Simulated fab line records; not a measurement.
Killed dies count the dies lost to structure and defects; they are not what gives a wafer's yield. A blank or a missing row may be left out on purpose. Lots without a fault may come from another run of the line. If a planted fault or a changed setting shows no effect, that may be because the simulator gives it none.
fab line records	flow gf180mcu
record: lots: 12	wafers: 36	last_day: 34
route steps=602 shown HV_LDD@186 V1@358
lots that met no fault: taken from a fault-free run of the same line
start_h: the number of hours between the record's first day and the start of the first shown wafer of the lot	wait_h: hours elapsed since this lot's preceding step	" identical to the entry in the row above	L1.1+2: one row covering several wafers at once	- no value, or no start given	* or withheld: withheld	< > ~ a bound
route shown NAME@n: NAME is a module with steps in the file, n the number in the route of the first one	usual: mean/standard deviation taken from wafers without a fault	same: alike in all rows	chamber/n: place in a boat	sites: the reading at each site	_std_site: the standard deviation of these	_edge_site: the outer-site mean with the inner-site mean subtracted	radius_mm: how far each site lies from the wafer's centre	mask NAME#n: copy n	behind: the last tool/chamber to shape the wafer	hold: why the lot went on hold/how many hours it stayed there/how the hold came to an end	device: which transistor (n, p or np) failed to switch	end of line: the tests these same wafers got at the end of their route	a step without rows: its recipe alone	killed: the dies lost at the first sort to structure and to defects; this is not the yield of the wafer	map: per-die view of a wafer (x killed, . not killed, _ where there is no die)
set.NAME: setting as actually run; set.NAME@STEP: the setting as run at that earlier step	model.NAME: the simulator's own value behind a step, which no gauge read
the route's steps for a sample of lots (tables are steps, rows are wafers)
services: when a tool's chamber went out of use (start_h, in hours from the record's first day, below 0 if earlier), for how many hours, and the reason
== steps ==
step: GF_HV_LDD_STRIP_10
recipe: chemistry: O2/N2	power_w: 1400	pressure_mtorr: 1500	platen_temp_c: 250	o2_flow_sccm: 3000	n2_flow_sccm: 300	overash_fraction: 0.5
usual: drypump_motor_current_A: 5.5/0.67	heater_power_w: 329/29	oes_product_au: 0.716/0.0044	strip_time_to_endpoint_s: 12.62/0.044
lot.wafer	tool	chamber	start_h	wait_h	drypump_motor_current_A	heater_power_w	oes_product_au	rf_hours_counter_h	strip_time_to_endpoint_s
L972.3	plasma_asher-02	1	219.03	0.1	4.7	296	0.706	-	12.64
L972.5	"	1	"	"	4.7	292	0.719	-	12.63
L972.6	"	0	"	"	6.4	352	0.717	-	12.64
L974.2	plasma_asher-03	0	233.53	0.1	4.8	332	0.710	62	12.60
L974.4	"	1	"	"	5.8	335	0.715	-	12.59
L974.5	"	0	"	"	4.8	331	0.707	-	12.57
L975.3	plasma_asher-03	0	242.08	0.1	4.8	326	0.719	-	12.65
L975.5	"	0	"	"	4.8	333	0.718	-	12.60
L975.6	"	1	"	"	5.8	338	0.709	-	12.61
L977.1	plasma_asher-03	1	254.78	0.1	5.8	340	0.720	64	12.61
L977.4	"	0	"	"	4.8	338	0.720	-	12.62
L977.5	"	0	"	"	4.8	325	0.713	-	12.61
L978.1	plasma_asher-03	0	267.87	0.1	4.8	330	0.721	65	12.60
L978.4	"	0	"	"	4.8	329	0.711	-	12.53
L978.5	"	0	"	"	4.8	335	0.720	-	12.56
L980.1	plasma_asher-03	0	276.03	0.1	4.8	334	0.716	66	12.65
L980.2	"	1	"	"	5.8	328	0.717	66	12.63
L980.3	"	1	"	"	5.8	340	0.716	-	12.63
L982.1	plasma_asher-03	1	290.48	0.1	5.8	339	0.718	67	12.60
L982.2	"	0	"	"	4.8	322	0.720	67	12.66
L982.3	"	0	"	"	4.8	328	0.719	-	12.64
L985.1	plasma_asher-02	1	318.67	0.1	4.7	300	0.717	67	12.56
L985.5	"	1	"	"	4.7	296	0.725	-	12.57
L985.6	"	0	"	"	6.3	353	0.709	-	12.56
L986.1	plasma_asher-02	0	321.82	0.1	6.3	361	0.715	67	12.68
L986.2	"	1	"	"	4.7	291	0.712	67	12.69
L986.3	"	1	"	"	4.7	293	0.709	-	12.63
L987.1	plasma_asher-04	1	327.43	0.1	6.0	373	0.714	51	12.60
L987.2	"	0	"	"	5.9	291	0.717	51	12.63
L987.6	"	0	"	"	5.9	281	0.709	-	12.60
L989.1	plasma_asher-03	0	341.47	0.1	4.8	337	0.714	73	12.53
L989.2	"	1	"	"	5.8	327	0.716	73	12.57
L989.5	"	0	"	"	4.8	341	0.724	-	12.55
L995.1	plasma_asher-04	1	391.98	0.1	6.1	380	0.711	59	12.55
L995.2	"	0	"	"	5.9	291	0.715	59	12.56
L995.4	"	0	"	"	5.9	289	0.721	-	12.55
step: GF_HV_LDD_IMPLANT_34
recipe: species: P	energy_kev: 60	dose_cm2: 7.5e+12	tilt_deg: 30	rotation_deg: 90
usual: dose_ions_cm2: 7.499e+12/7.6e+09
lot.wafer	tool	chamber	start_h	wait_h	dose_ions_cm2
L972.3	implanter-02	0	255.64	0.1	7.502e+12
L972.5	"	0	"	"	7.497e+12
L972.6	"	0	"	"	7.499e+12
L974.2	implanter-03	0	269.62	0.1	7.492e+12
L974.4	"	0	"	"	7.502e+12
L974.5	"	0	"	"	7.492e+12
L975.3	implanter-02	0	278.59	0.1	7.491e+12
L975.5	"	0	"	"	7.495e+12
L975.6	"	0	"	"	7.494e+12
L977.1	implanter-02	0	293.57	0.1	7.503e+12
L977.4	"	0	"	"	7.502e+12
L977.5	"	0	"	"	7.504e+12
L978.1	implanter-03	0	308.23	0.1	7.518e+12
L978.4	"	0	"	"	7.507e+12
L978.5	"	0	"	"	7.509e+12
L980.1	implanter-02	0	317.38	0.1	7.513e+12
L980.2	"	0	"	"	7.495e+12
L980.3	"	0	"	"	7.514e+12
L982.1	implanter-04	0	331.37	0.1	7.498e+12
L982.2	"	0	"	"	7.49e+12
L982.3	"	0	"	"	7.506e+12
L985.1	implanter-03	0	362.58	0.1	7.502e+12
L985.5	"	0	"	"	7.497e+12
L985.6	"	0	"	"	7.5e+12
L985.1	implanter-03	0	362.89	0.3	7.511e+12
L985.5	"	0	"	"	7.506e+12
L985.6	"	0	"	"	7.501e+12
L986.1	implanter-02	0	364.58	0.1	7.504e+12
L986.2	"	0	"	"	7.51e+12
L986.3	"	0	"	"	7.507e+12
L987.1	implanter-04	0	372.37	0.1	7.506e+12
L987.2	"	0	"	"	7.51e+12
L987.6	"	0	"	"	7.505e+12
L987.1	implanter-04	0	372.69	0.3	7.507e+12
L987.2	"	0	"	"	7.512e+12
L987.6	"	0	"	"	7.513e+12
L989.1	implanter-04	0	386.14	0.1	7.503e+12
L989.2	"	0	"	"	7.507e+12
L989.5	"	0	"	"	7.507e+12
L989.1	implanter-04	0	386.46	0.3	7.495e+12
L989.2	"	0	"	"	7.508e+12
L989.5	"	0	"	"	7.505e+12
L995.1	implanter-02	0	440.69	0.1	7.496e+12
L995.2	"	0	"	"	7.492e+12
L995.4	"	0	"	"	7.49e+12
step: GF_HV_LDD_TW_MEAS_38
usual: HV_LDD_3_TW: 1453/25
lot.wafer	tool	chamber	start_h	wait_h	HV_LDD_3_TW
L972.3	film_metro-01	-	256.16	0.1	1466
L972.5	"	-	"	"	1463
L972.6	"	-	"	"	1460
L974.2	film_metro-03	-	270.15	0.1	1476
L974.4	"	-	"	"	1473
L974.5	"	-	"	"	1479
L975.3	film_metro-03	-	279.11	0.1	1486
L975.5	"	-	"	"	1474
L975.6	"	-	"	"	1474
L977.1	film_metro-01	-	294.12	0.1	1475
L977.4	"	-	"	"	1469
L977.5	"	-	"	"	1469
L978.1	film_metro-03	-	308.78	0.1	1467
L978.4	"	-	"	"	1466
L978.5	"	-	"	"	1471
L980.1	film_metro-04	-	317.93	0.1	1416
L980.2	"	-	"	"	1422
L980.3	"	-	"	"	1422
L982.1	film_metro-03	-	331.92	0.1	1463
L982.2	"	-	"	"	1468
L982.3	"	-	"	"	1470
L985.1	film_metro-03	-	363.44	0.1	1584
L985.5	"	-	"	"	1581
L985.6	"	-	"	"	1580
L986.1	film_metro-03	-	365.13	0.1	1474
L986.2	"	-	"	"	1467
L986.3	"	-	"	"	1472
L987.1	film_metro-04	-	373.24	0.1	1541
L987.2	"	-	"	"	1530
L987.6	"	-	"	"	1539
L989.1	film_metro-04	-	387.01	0.1	1511
L989.2	"	-	"	"	1499
L989.5	"	-	"	"	1508
L995.1	film_metro-03	-	441.24	0.1	1478
L995.2	"	-	"	"	1463
L995.4	"	-	"	"	1478
step: GF_HV_LDD_RS_MEAS_53
recipe: thk_meas_gauge: four-point-probe
usual: HV_LDD_RS: 418.6/0.93
lot.wafer	tool	chamber	start_h	wait_h	HV_LDD_RS[ohm/sq]
L972.3	film_metro-04	-	275.09	0.1	417.1
L972.5	"	-	"	"	417.8
L972.6	"	-	"	"	417.9
L974.2	film_metro-03	-	290.54	0.1	419.1
L974.4	"	-	"	"	417.7
L974.5	"	-	"	"	418.9
L975.3	film_metro-03	-	299.81	0.1	419.1
L975.5	"	-	"	"	418.1
L975.6	"	-	"	"	417.7
L977.1	film_metro-01	-	315.05	0.1	418.7
L977.4	"	-	"	"	418.0
L977.5	"	-	"	"	418.5
L978.1	film_metro-01	-	329.45	0.1	418.1
L978.4	"	-	"	"	418.1
L978.5	"	-	"	"	418.2
L980.1	film_metro-03	-	340.15	0.1	417.9
L980.2	"	-	"	"	419.1
L980.3	"	-	"	"	418.8
L982.1	film_metro-01	-	353.57	0.1	419.2
L982.2	"	-	"	"	418.4
L982.3	"	-	"	"	417.7
L985.1	film_metro-04	-	385.70	0.1	400.8
L985.5	"	-	"	"	401.4
L985.6	"	-	"	"	401.2
L986.1	film_metro-01	-	388.60	0.1	419.9
L986.2	"	-	"	"	420.0
L986.3	"	-	"	"	418.2
L987.1	film_metro-04	-	396.57	0.1	398.9
L987.2	"	-	"	"	397.8
L987.6	"	-	"	"	398.9
L989.1	film_metro-03	-	409.62	0.1	399.5
L989.2	"	-	"	"	402.1
L989.5	"	-	"	"	400.4
L995.1	film_metro-04	-	465.25	0.1	417.3
L995.2	"	-	"	"	416.6
L995.4	"	-	"	"	416.8
step: GF_V1_CVD_23
recipe: material: W	target_thk_nm: 350	time_s: 105.05	temp_c: 400	pressure_torr: 40
usual: heater_power_w: 925/120	susceptor_temp_C: 400.00/0.24
lot.wafer	tool	chamber	start_h	wait_h	heater_power_w	susceptor_temp_C
L972.3	cvd_w-02	0	414.21	0.1	986	400.37
L972.5	"	1	"	"	1086	400.31
L972.6	"	0	"	"	977	399.92
L974.2	cvd_w-02	1	432.04	0.0	1046	399.96
L974.4	"	0	"	"	981	400.00
L974.5	"	0	"	"	953	400.34
L975.3	cvd_w-01	0	445.20	0.1	826	399.65
L975.5	"	1	"	"	735	400.16
L975.6	"	0	"	"	834	399.95
L977.1	cvd_w-02	1	461.53	0.0	1086	399.73
L977.4	"	0	"	"	984	399.93
L977.5	"	0	"	"	989	400.19
L978.1	cvd_w-01	0	481.59	0.0	831	400.08
L978.4	"	0	"	"	828	400.08
L978.5	"	0	"	"	838	399.97
L980.1	cvd_w-01	0	488.53	0.0	821	399.57
L980.2	"	1	"	"	776	399.73
L980.3	"	0	"	"	850	399.55
L982.1	cvd_w-02	1	503.22	0.0	1077	399.97
L982.2	"	0	"	"	952	400.49
L982.3	"	0	"	"	994	400.25
L985.1	cvd_w-02	0	536.35	0.0	968	399.62
L985.5	"	0	"	"	956	399.89
L985.6	"	1	"	"	1074	400.65
L986.1	cvd_w-02	1	539.64	0.0	1070	399.84
L986.2	"	0	"	"	975	400.25
L986.3	"	1	"	"	1058	399.95
L987.1	cvd_w-01	0	546.09	0.0	832	400.29
L987.2	"	0	"	"	852	399.94
L987.6	"	0	"	"	872	399.60
L989.1	cvd_w-01	1	558.85	0.0	772	400.02
L989.2	"	0	"	"	845	400.12
L989.5	"	1	"	"	772	400.25
L995.1	cvd_w-01	0	612.76	0.0	871	399.95
L995.2	"	1	"	"	755	400.24
L995.4	"	0	"	"	832	399.75
step: GF_V1_RS_MEAS_24
recipe: thk_meas_gauge: four-point-probe	reads: W_of_V1_CVD_23+TiN_of_V1_SPUTTER_22+Ti_of_V1_SPUTTER_21
usual: V1_W_RS: 0.328/0.0033
lot.wafer	tool	chamber	start_h	wait_h	V1_W_RS[ohm/sq]
L972.3	film_metro-02	-	414.33	0.1	0.329
L972.5	"	-	"	"	0.331
L972.6	"	-	"	"	0.333
L974.2	film_metro-02	-	432.18	0.1	0.325
L974.4	"	-	"	"	0.327
L974.5	"	-	"	"	0.323
L975.3	film_metro-04	-	445.32	0.1	0.330
L975.5	"	-	"	"	0.327
L975.6	"	-	"	"	0.325
L977.1	film_metro-02	-	461.64	0.1	0.328
L977.4	"	-	"	"	0.327
L977.5	"	-	"	"	0.328
L978.1	film_metro-01	-	481.70	0.1	0.328
L978.4	"	-	"	"	0.333
L978.5	"	-	"	"	0.329
L980.1	film_metro-01	-	488.65	0.1	0.334
L980.2	"	-	"	"	0.334
L980.3	"	-	"	"	0.334
L982.1	film_metro-04	-	503.34	0.1	0.326
L982.2	"	-	"	"	0.327
L982.3	"	-	"	"	0.327
L985.1	film_metro-02	-	536.47	0.1	0.325
L985.5	"	-	"	"	0.327
L985.6	"	-	"	"	0.323
L986.1	film_metro-02	-	539.75	0.1	0.326
L986.2	"	-	"	"	0.330
L986.3	"	-	"	"	0.324
L987.1	film_metro-04	-	546.32	0.2	0.331
L987.2	"	-	"	"	0.333
L987.6	"	-	"	"	0.330
L989.1	film_metro-04	-	558.96	0.1	0.330
L989.2	"	-	"	"	0.327
L989.5	"	-	"	"	0.331
L995.1	film_metro-02	-	612.87	0.1	0.330
L995.2	"	-	"	"	0.331
L995.4	"	-	"	"	0.331
== services ==
tool	chamber	start_h	hours	kind
cvd_w-01	-	199.63	6.0	pm
implanter-04	-	202.19	3.1	repair
implanter-04	-	231.69	2.8	repair
implanter-04	-	237.09	19.8	pm
cvd_w-02	-	267.91	2.9	repair
plasma_asher-03	-	274.29	1.2	repair
cvd_w-02	-	291.32	14.6	pm
cvd_w-02	1	347.78	3.4	repair
cvd_w-02	-	355.30	1.2	repair
cvd_w-02	0	362.39	13.2	repair
plasma_asher-03	-	384.97	3.7	repair
cvd_w-01	-	390.00	14.0	pm
implanter-04	-	397.74	11.6	repair
implanter-02	-	422.58	1.0	repair
cvd_w-02	1	441.85	4.5	repair
plasma_asher-03	-	461.27	3.1	repair
plasma_asher-03	-	490.37	1.7	repair
implanter-02	-	502.59	3.4	pm
plasma_asher-03	-	505.22	4.9	repair
plasma_asher-03	-	507.62	1.7	repair
cvd_w-01	1	544.71	4.8	repair
cvd_w-02	-	562.43	1.5	repair
cvd_w-02	-	602.81	0.3	repair
plasma_asher-03	-	608.35	2.8	pm
== key ==
first_sign: step: GF_HV_LDD_IMPLANT_34	reading: visit	direction: added
effect: step: GF_HV_LDD_TW_MEAS_38	reading: HV_LDD_3_TW	direction: up	sigmas: 3.5	usual: 1453	struck: 1542
effect: step: GF_HV_LDD_RS_MEAS_53	reading: HV_LDD_RS	direction: down	sigmas: 20	usual: 418.6	struck: 400.1
met_at GF_HV_LDD_IMPLANT_34
struck_lots L985,L987,L989
tester_left_out L985,L987,L989
not_acting_at GF_HV_LDD_STRIP_10,GF_V1_CVD_23,GF_V1_RS_MEAS_24
fault: kind: repeated_step_whole	tool: implanter-02,implanter-03,implanter-04	chamber: -	onset_h: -	steps: GF_HV_LDD_IMPLANT_34	times: 1	scope: struck_lots_only
tester_left_out: of these lots the tester's yield and bins aren't shown, on N5 and GAA mostly nor the transistor test; their killed dies are dies lost to structure and defects alone, not to doping, threshold or leakage, so they don't give the yield
